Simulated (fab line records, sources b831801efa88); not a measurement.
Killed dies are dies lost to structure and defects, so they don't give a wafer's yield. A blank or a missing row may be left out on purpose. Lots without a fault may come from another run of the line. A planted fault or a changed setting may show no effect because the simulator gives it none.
Which tool did it? | flow sky130 | 24 lots, 72 wafers sampled, at 5 steps of a route of 708

WHAT THE GAUGES READ, wafer by wafer
SKY_POLY_GATE_THK_MEAS_04.
lot  | measured     | on            | POLY_GATE_CVD_03_THK (nm)
L074 | day 15 20:26 | film_metro-03 | 75.3 74.3 74.8
L076 | day 16 01:22 | film_metro-03 | 75.3 75.8 76.0
L075 | day 15 20:26 | film_metro-04 | 75.7 75.5 75.6
L077 | day 16 08:56 | film_metro-01 | 76.6 76.0 76.6
L079 | day 17 00:42 | film_metro-04 | 75.4 75.6 75.0
L078 | day 16 21:41 | film_metro-01 | 74.3 75.6 74.9
L080 | day 17 12:28 | film_metro-04 | 74.7 74.5 75.1
L081 | day 17 22:31 | film_metro-04 | 74.4 74.4 74.2
L082 | day 18 01:52 | film_metro-04 | 74.6 75.1 74.9
L083 | day 19 04:44 | film_metro-01 | 76.0 76.2 75.3
L084 | day 19 06:05 | film_metro-01 | 75.1 75.5 76.4
L085 | day 19 11:34 | film_metro-03 | 76.2 76.4 77.1
L086 | day 19 22:58 | film_metro-04 | 75.2 75.3 76.4
L087 | day 20 06:01 | film_metro-01 | 76.6 76.0 76.5
L088 | day 20 12:29 | film_metro-04 | 75.6 75.0 75.3
L089 | day 20 19:34 | film_metro-03 | 76.5 76.3 75.8
L090 | day 21 00:52 | film_metro-01 | 75.9 76.6 76.2
L091 | day 21 15:35 | film_metro-01 | 74.3 75.1 74.3
L092 | day 21 21:00 | film_metro-01 | 73.8 73.3 73.2
L093 | day 22 02:44 | film_metro-03 | 76.1 76.2 75.7
L094 | day 22 07:23 | film_metro-01 | 75.8 76.3 75.7
L095 | day 22 17:25 | film_metro-01 | 74.1 74.9 75.1
L096 | day 23 21:14 | film_metro-03 | 76.8 76.7 77.2
L097 | day 23 21:12 | film_metro-01 | 74.7 74.6 74.1

SKY_LI_CONTACT_THK_MEAS_01.
lot  | measured     | on            | LI_CONTACT_HDPCVD_THK (nm)
L074 | day 28 14:38 | film_metro-01 | 916 907 917
L076 | day 28 23:29 | film_metro-04 | 937 926 938
L075 | day 28 19:13 | film_metro-04 | 905 920 934
L077 | day 29 03:52 | film_metro-03 | 933 935 939
L079 | day 29 20:30 | film_metro-04 | 920 924 927
L078 | day 29 15:50 | film_metro-04 | 933 930 936
L080 | day 30 06:56 | film_metro-04 | 922 930 923
L081 | day 30 18:19 | film_metro-04 | 929 922 932
L082 | day 30 21:11 | film_metro-04 | 899 924 924
L083 | day 31 19:49 | film_metro-01 | 939 951 937
L084 | day 31 21:25 | film_metro-01 | 919 905 917
L085 | day 32 02:59 | film_metro-01 | 921 919 925
L086 | day 32 10:02 | film_metro-04 | 932 942 926
L087 | day 32 17:57 | film_metro-01 | 913 931 938
L088 | day 32 23:54 | film_metro-01 | 933 936 924
L089 | day 33 03:53 | film_metro-01 | 931 916 922
L090 | day 33 11:52 | film_metro-01 | 914 915 927
L091 | day 34 00:26 | film_metro-04 | 931 927 931
L092 | day 34 04:08 | film_metro-04 | 920 920 926
L093 | day 34 15:28 | film_metro-01 | 952 945 925
L094 | day 34 16:31 | film_metro-01 | 922 921 926
L095 | day 34 21:08 | film_metro-04 | 940 953 935
L096 | day 36 00:22 | film_metro-01 | 925 926 913
L097 | day 35 21:26 | film_metro-01 | 924 923 923

SKY_VIA3_BOW_MEAS_03.
lot  | measured     | on            | VIA3_BOW (um)
L074 | day 39 06:38 | film_metro-03 | 62 82 75
L076 | day 39 13:29 | film_metro-03 | 65 63 60
L075 | day 39 10:59 | film_metro-04 | 93 97 92
L077 | day 39 17:43 | film_metro-04 | 81 78 77
L079 | day 40 09:14 | film_metro-04 | 77 84 74
L078 | day 40 05:18 | film_metro-04 | 76 60 76
L080 | day 40 16:11 | film_metro-01 | 68 86 74
L081 | day 41 03:03 | film_metro-04 | 85 74 73
L082 | day 41 05:57 | film_metro-01 | 78 70 94
L083 | day 42 01:17 | film_metro-03 | 75 71 81
L084 | day 42 02:42 | film_metro-04 | 74 79 71
L085 | day 42 09:32 | film_metro-01 | 91 92 93
L086 | day 42 14:01 | film_metro-03 | 79 85 79
L087 | day 42 22:43 | film_metro-01 | 85 94 89
L088 | day 43 00:06 | film_metro-01 | 80 75 80
L089 | day 43 06:58 | film_metro-03 | 79 90 88
L090 | day 43 12:46 | film_metro-04 | 85 102 78
L091 | day 43 21:43 | film_metro-04 | 70 81 71
L092 | day 43 23:59 | film_metro-04 | 84 70 81
L093 | day 44 12:53 | film_metro-03 | 64 58 68
L094 | day 44 13:33 | film_metro-04 | 91 83 80
L095 | day 44 18:42 | film_metro-01 | 77 67 70
L096 | day 45 17:44 | film_metro-01 | 71 67 68
L097 | day 45 12:47 | film_metro-03 | 67 74 74

WHICH TOOL RAN EACH LOT (tool, then ch and the chambers of the sampled wafers, then the start)
lot  | SKY_FIELD_ISO_ETCH_14             | SKY_LI_CONTACT_CVD_21
L074 | rie_diel-04 ch 0,1, day 2 05:16   | cvd_w-02 ch 0,1, day 29 20:26
L076 | rie_diel-01 ch 0,1,2, day 2 14:35 | cvd_w-02 ch 0,1, day 30 04:42
L075 | rie_diel-04 ch 1,3, day 2 14:52   | cvd_w-01 ch 0,1, day 29 23:53
L077 | rie_diel-02 ch 0,2,3, day 2 23:13 | cvd_w-01 ch 0,1, day 30 09:34
L079 | rie_diel-01 ch 1,2, day 3 08:20   | cvd_w-01 ch 0, day 31 00:34
L078 | rie_diel-02 ch 0,2,3, day 3 08:41 | cvd_w-02 ch 0,1, day 30 20:49
L080 | rie_diel-01 ch 0,1,3, day 3 13:13 | cvd_w-01 ch 0,1, day 31 11:41
L081 | rie_diel-04 ch 0,3, day 3 18:55   | cvd_w-02 ch 0,1, day 31 23:05
L082 | rie_diel-02 ch 0,1,3, day 3 23:04 | cvd_w-01 ch 0,1, day 32 02:14
L083 | rie_diel-01 ch 0,1, day 4 02:47   | cvd_w-02 ch 0,1, day 33 00:35
L084 | rie_diel-01 ch 0,2,3, day 4 09:43 | cvd_w-02 ch 0,1, day 33 02:21
L085 | rie_diel-02 ch 0,1,2, day 4 13:50 | cvd_w-01 ch 0,1, day 33 09:48
L086 | rie_diel-02 ch 1,2,3, day 4 18:32 | cvd_w-02 ch 0,1, day 33 15:11
L087 | rie_diel-04 ch 0,2, day 5 03:34   | cvd_w-02 ch 0,1, day 33 22:15
L088 | rie_diel-04 ch 0,2,3, day 5 08:19 | cvd_w-01 ch 0,1, day 34 03:40
L089 | rie_diel-04 ch 0,1,2, day 5 13:01 | cvd_w-01 ch 0,1, day 34 08:26
L090 | rie_diel-02 ch 1,2,3, day 5 15:55 | cvd_w-01 ch 0,1, day 34 15:32
L091 | rie_diel-04 ch 0,1, day 5 21:41   | cvd_w-02 ch 0,1, day 35 03:44
L092 | rie_diel-01 ch 0,1, day 6 02:56   | cvd_w-02 ch 0,1, day 35 07:53
L093 | rie_diel-02 ch 0,1, day 6 06:53   | cvd_w-02 ch 0,1, day 35 19:02
L094 | rie_diel-04 ch 1,2,3, day 6 13:17 | cvd_w-01 ch 0,1, day 35 20:03
L095 | rie_diel-02 ch 0,1,3, day 6 18:41 | cvd_w-01 ch 0,1, day 36 00:53
L096 | rie_diel-02 ch 1,2, day 6 23:59   | cvd_w-02 ch 0,1, day 37 03:49
L097 | rie_diel-04 ch 0,1,2, day 7 05:47 | cvd_w-01 ch 0,1, day 37 00:17
- SKY_FIELD_ISO_ETCH_14: etches BARC in N2/H2, stops on SiO2, time 45.9 s, target depth 60 nm.
- SKY_LI_CONTACT_CVD_21: deposits W, target thk 400 nm, time 120.56 s.

WHAT THE TOOLS THEMSELVES READ (means of the sampled wafers that have a number; where no wafer has one, the mark that the record gives instead)
SKY_FIELD_ISO_ETCH_14.
lot  | tool        | bias_w (W) | drypump_motor_current_A (A) | oes_product_au (a.u.) | rf_fwd_power_W (W) | throttle_valve_pct (%)
L074 | rie_diel-04 | 99.9       | 5.3                         | 0.857                 | 494.9              | 13.228
L076 | rie_diel-01 | 100.3      | 5.6                         | 0.854                 | 494.8              | 13.228
L075 | rie_diel-04 | 99.8       | 4.9                         | 0.855                 | 495.3              | 13.226
L077 | rie_diel-02 | 100.0      | 5.2                         | 0.861                 | 494.8              | 13.223
L079 | rie_diel-01 | 100.0      | 5.7                         | 0.856                 | 495.7              | 13.223
L078 | rie_diel-02 | 100.0      | 5.2                         | 0.855                 | 496.0              | 13.230
L080 | rie_diel-01 | 100.1      | 5.9                         | 0.852                 | 496.0              | 13.222
L081 | rie_diel-04 | 99.3       | 4.9                         | 0.858                 | 494.6              | 13.223
L082 | rie_diel-02 | 100.0      | 5.5                         | 0.855                 | 494.6              | 13.221
L083 | rie_diel-01 | 99.8       | 6.0                         | 0.854                 | 496.6              | 13.227
L084 | rie_diel-01 | 99.9       | 5.5                         | 0.855                 | 492.6              | 13.222
L085 | rie_diel-02 | 99.8       | 5.6                         | 0.853                 | 496.7              | 13.222
L086 | rie_diel-02 | 100.1      | 5.6                         | 0.852                 | 494.1              | 13.216
L087 | rie_diel-04 | 100.2      | 5.4                         | 0.851                 | 495.3              | 13.222
L088 | rie_diel-04 | 99.9       | 5.1                         | 0.850                 | 493.0              | 13.230
L089 | rie_diel-04 | 99.9       | 5.3                         | 0.857                 | 495.8              | 13.218
L090 | rie_diel-02 | 100.2      | 5.6                         | 0.856                 | 494.5              | 13.220
L091 | rie_diel-04 | 100.4      | 5.3                         | 0.856                 | 496.3              | 13.225
L092 | rie_diel-01 | 100.0      | 6.0                         | 0.851                 | 496.7              | 13.224
L093 | rie_diel-02 | 99.6       | 5.5                         | 0.857                 | 496.3              | 13.219
L094 | rie_diel-04 | 100.2      | 5.2                         | 0.848                 | 495.6              | 13.227
L095 | rie_diel-02 | 99.8       | 5.5                         | 0.851                 | 494.9              | 13.232
L096 | rie_diel-02 | 100.1      | 6.0                         | 0.856                 | 496.0              | 13.219
L097 | rie_diel-04 | 99.9       | 5.3                         | 0.858                 | 494.1              | 13.226

SKY_LI_CONTACT_CVD_21.
lot  | tool     | heater_power_w (W)
L074 | cvd_w-02 | 927
L076 | cvd_w-02 | 924
L075 | cvd_w-01 | 886
L077 | cvd_w-01 | 889
L079 | cvd_w-01 | 905
L078 | cvd_w-02 | 915
L080 | cvd_w-01 | 903
L081 | cvd_w-02 | 922
L082 | cvd_w-01 | 893
L083 | cvd_w-02 | 930
L084 | cvd_w-02 | 924
L085 | cvd_w-01 | 900
L086 | cvd_w-02 | 928
L087 | cvd_w-02 | 931
L088 | cvd_w-01 | 895
L089 | cvd_w-01 | 893
L090 | cvd_w-01 | 905
L091 | cvd_w-02 | 932
L092 | cvd_w-02 | 931
L093 | cvd_w-02 | 934
L094 | cvd_w-01 | 909
L095 | cvd_w-01 | 890
L096 | cvd_w-02 | 927
L097 | cvd_w-01 | 887

THE ANSWER, worked out from the rows above alone
Rule: what is usual is taken from the lots themselves. Put in order of their means at a reading, lots are off if they are a third of the lots or fewer, leave a main group of 4 or more, and stand apart from it by a gap of 3 or more times the standard deviation of the main group's means; of several such gaps the widest counts. A main group whose means are all the same, to the digits that the tables above print for the reading, isn't used. A lot without any number at a reading at which 4 lots or more have one is off too. The other lots that the step has rows for count as sound. The gauges are gone through in route order, then the tools' own readings, and for those a lot's mean is taken as printed above. The first step at which some lot is off is used, and at that step the reading that is off furthest; a lot without a number counts as furthest.
No lot is off at any reading shown: from this, nothing can be told.

WHAT THE SIMULATOR HAD PUT IN
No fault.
